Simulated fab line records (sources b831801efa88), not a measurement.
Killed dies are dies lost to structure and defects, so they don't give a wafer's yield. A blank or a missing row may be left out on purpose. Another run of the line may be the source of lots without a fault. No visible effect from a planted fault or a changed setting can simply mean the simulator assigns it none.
Which tool is to blame? :: flow sky130 :: 10 lots, 30 wafers sampled, at 3 steps of a route of 708

== WHAT EACH GAUGE READ, for each wafer ==
SKY_VIA1_THK_MEAS_23: measures by xrf.
lot: L527
measured: day 35 13:52
on: film metro-03
VIA1_W_THK (nm): 277 279 278

lot: L530
measured: day 36 07:13
on: film metro-01
VIA1_W_THK (nm): 281 287 281

lot: L533
measured: day 37 05:20
on: film metro-02
VIA1_W_THK (nm): 282 280 279

lot: L539
measured: day 39 03:53
on: film metro-01
VIA1_W_THK (nm): 279 283 278

lot: L541
measured: day 39 15:02
on: film metro-03
VIA1_W_THK (nm): 282 286 284

lot: L542
measured: day 39 22:12
on: film metro-03
VIA1_W_THK (nm): 287 283 283

lot: L543
measured: day 40 00:59
on: film metro-01
VIA1_W_THK (nm): 278 276 280

lot: L544
measured: day 40 06:58
on: film metro-03
VIA1_W_THK (nm): 282 285 282

lot: L545
measured: day 40 20:11
on: film metro-01
VIA1_W_THK (nm): 277 279 278

lot: L548
measured: day 41 10:01
on: film metro-02
VIA1_W_THK (nm): 281 284 284

== WHICH TOOL RAN EACH LOT (tool, then ch and the chambers of the sampled wafers, then the start) ==
lot: L527
SKY_METAL1_METAL_ETCH_19: rie metal-02 ch 0, day 34 10:01
SKY_METAL1_STRIP_20: plasma asher-01 ch 0,1, day 34 10:06

lot: L530
SKY_METAL1_METAL_ETCH_19: rie metal-01 ch 0,1, day 35 01:51
SKY_METAL1_STRIP_20: plasma asher-01 ch 1, day 35 01:58

lot: L533
SKY_METAL1_METAL_ETCH_19: rie metal-01 ch 0,1, day 35 23:52
SKY_METAL1_STRIP_20: plasma asher-02 ch 0,1, day 35 23:57

lot: L539
SKY_METAL1_METAL_ETCH_19: rie metal-01 ch 1, day 37 23:44
SKY_METAL1_STRIP_20: plasma asher-02 ch 0,1, day 37 23:53

lot: L541
SKY_METAL1_METAL_ETCH_19: rie metal-01 ch 1, day 38 11:01
SKY_METAL1_STRIP_20: plasma asher-01 ch 0,1, day 38 11:11

lot: L542
SKY_METAL1_METAL_ETCH_19: rie metal-03 ch 0,1, day 38 17:52
SKY_METAL1_STRIP_20: plasma asher-01 ch 0,1, day 38 17:57

lot: L543
SKY_METAL1_METAL_ETCH_19: rie metal-01 ch 0,1, day 38 21:19
SKY_METAL1_STRIP_20: plasma asher-01 ch 0,1, day 38 21:24

lot: L544
SKY_METAL1_METAL_ETCH_19: rie metal-02 ch 0,1, day 39 03:28
SKY_METAL1_STRIP_20: plasma asher-03 ch 0,1, day 39 03:34

lot: L545
SKY_METAL1_METAL_ETCH_19: rie metal-02 ch 0,1, day 39 17:04
SKY_METAL1_STRIP_20: plasma asher-02 ch 0,1, day 39 17:09

lot: L548
SKY_METAL1_METAL_ETCH_19: rie metal-03 ch 0,1, day 40 07:30
SKY_METAL1_STRIP_20: plasma asher-02 ch 0,1, day 40 07:35
- SKY_METAL1_METAL_ETCH_19: etches the open film in Cl2/BCl3, stops on SiO2, target depth 360 nm, time 78 s.
- SKY_METAL1_STRIP_20: strips in O2/N2.

== THE ANSWER, worked out from the rows above alone ==
Rule: the usual values come from the lots themselves. Put in order of their means at a reading, lots are off if they are a third of the lots or fewer, leave a main group of 4 or more, and stand apart from it by a gap of 3 or more times the standard deviation of the main group's means; of several such gaps the widest counts. A main group whose means are all the same, to the digits that the tables above print for the reading, isn't used. A lot without any number at a reading at which 4 lots or more have one is off too. The other lots that the step has rows for count as sound.
None of the lots is off at any reading shown; this tells nothing.

== WHAT THE SIMULATOR HAD INSERTED ==
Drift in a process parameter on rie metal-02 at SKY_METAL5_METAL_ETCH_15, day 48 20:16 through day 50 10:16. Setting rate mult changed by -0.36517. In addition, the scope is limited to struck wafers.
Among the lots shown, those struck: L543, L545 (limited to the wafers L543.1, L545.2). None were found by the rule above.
